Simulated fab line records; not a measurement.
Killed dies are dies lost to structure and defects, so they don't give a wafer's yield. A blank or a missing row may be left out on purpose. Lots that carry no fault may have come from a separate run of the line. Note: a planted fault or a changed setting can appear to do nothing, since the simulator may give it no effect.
Tool commonality check ; flow sky130 ; 13 lots, 39 wafers sampled

REASON FOR OPENING
At SKY_VT_ADJUST_NCORE_TW_MEAS_11 the reading VT_ADJUST_NCORE_TW is flagged on 2 of 13 lots. Wafers without a fault read 215.5, standard deviation 0.94.
Rule: a lot gets a flag if all its wafers with a number sit over 4 standard deviations from that mean, or if no wafer of it has a number. The other lots count as sound.

lot;measured;on;VT_ADJUST_NCORE_TW, wafer by wafer;flag
L666;day 9 07:24;film metro-04;216.5 215.8 216.2;
L665;day 9 07:39;film metro-04;215.9 216.6 215.4;
L667;day 9 15:54;film metro-03;214.9 215.7 214.6;
L669;day 10 04:05;film metro-01;216.9 217.6 215.4;
L670;day 10 04:20;film metro-04;215.6 216.8 216.7;
L671;day 10 17:40;film metro-01;215.9 214.9 215.9;
L673;day 11 06:12;film metro-01;214.8 215.5 214.6;
L674;day 11 12:06;film metro-01;215.1 215.4 215.0;
L675;day 11 19:42;film metro-03;213.9 213.0 214.5;
L676;day 12 04:22;film metro-01;214.6 215.1 214.8;
L685;day 15 00:29;film metro-01;221.9 223.5 221.7;FLAGGED
L686;day 15 06:10;film metro-01;222.0 222.6 220.9;FLAGGED
L687;day 15 08:22;film metro-01;215.7 214.1 213.0;
The mean of the flagged lots' numbers is 222.1, +6.6 from the usual (+7 standard deviations).

WHICH TOOL RAN EACH LOT
The record keeps 1 process step preceding the reading, out of 708 steps on the route. Read each cell as the tool, then ch plus the chambers that the sampled wafers visited, then the start.
lot;flag;SKY_VT_ADJUST_NCORE_IMPLANT_09
L666;;implanter-01 ch 0, day 9 07:10
L665;;implanter-02 ch 0, day 9 07:25
L667;;implanter-01 ch 0, day 9 15:40
L669;;implanter-03 ch 0, day 10 03:50
L670;;implanter-01 ch 0, day 10 04:05
L671;;implanter-03 ch 0, day 10 17:26
L673;;implanter-03 ch 0, day 11 05:58
L674;;implanter-03 ch 0, day 11 11:52
L675;;implanter-02 ch 0, day 11 19:28
L676;;implanter-01 ch 0, day 12 04:07
L685;FLAGGED;implanter-02 ch 0, day 15 00:15
L686;FLAGGED;implanter-02 ch 0, day 15 05:55
L687;;implanter-03 ch 0, day 15 08:07
What the steps here do:
- SKY_VT_ADJUST_NCORE_IMPLANT_09
- SKY_VT_ADJUST_NCORE_TW_MEAS_11

FLAGGED AGAINST TOTAL, ONE TOOL AT A TIME (gauges that did the reading follow at the end)
step;tool;lots run;flagged;share of the flagged lots;sound lots run after its first flagged lot
SKY_VT_ADJUST_NCORE_IMPLANT_09;implanter-01;4;0;none;-
SKY_VT_ADJUST_NCORE_IMPLANT_09;implanter-02;4;2;all;0
SKY_VT_ADJUST_NCORE_IMPLANT_09;implanter-03;5;0;none;-
SKY_VT_ADJUST_NCORE_TW_MEAS_11;film metro-01;8;2;all;1 (L687)
SKY_VT_ADJUST_NCORE_TW_MEAS_11;film metro-03;2;0;none;-
SKY_VT_ADJUST_NCORE_TW_MEAS_11;film metro-04;3;0;none;-

WHAT THE TABLE PERMITS
2 rows of the table ran every flagged lot: implanter-02 at SKY_VT_ADJUST_NCORE_IMPLANT_09, film metro-01 at SKY_VT_ADJUST_NCORE_TW_MEAS_11.
- implanter-02 at SKY_VT_ADJUST_NCORE_IMPLANT_09: 2 of its 4 lots flagged. Last sound lot L675 at day 11 19:28, first flagged lot L685 at day 15 00:15; a fault beginning in between fits. Its own readings lie more than 4 standard deviations out on every wafer of the flagged lots: dose ions cm2, faraday current uA.
- film metro-01 at SKY_VT_ADJUST_NCORE_TW_MEAS_11: 2 of its 8 lots flagged. Sound lots followed the first flagged one (L687) on it, something a lasting fault affecting the whole tool could not allow.
Just one tool remains: implanter-02 at SKY_VT_ADJUST_NCORE_IMPLANT_09.

WHAT THE SIMULATOR HAD INSERTED
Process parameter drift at SKY_VT_ADJUST_NCORE_IMPLANT_09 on implanter-02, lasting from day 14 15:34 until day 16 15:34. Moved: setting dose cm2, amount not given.
Lots struck among those shown: L685, L686. The rule above found the same.
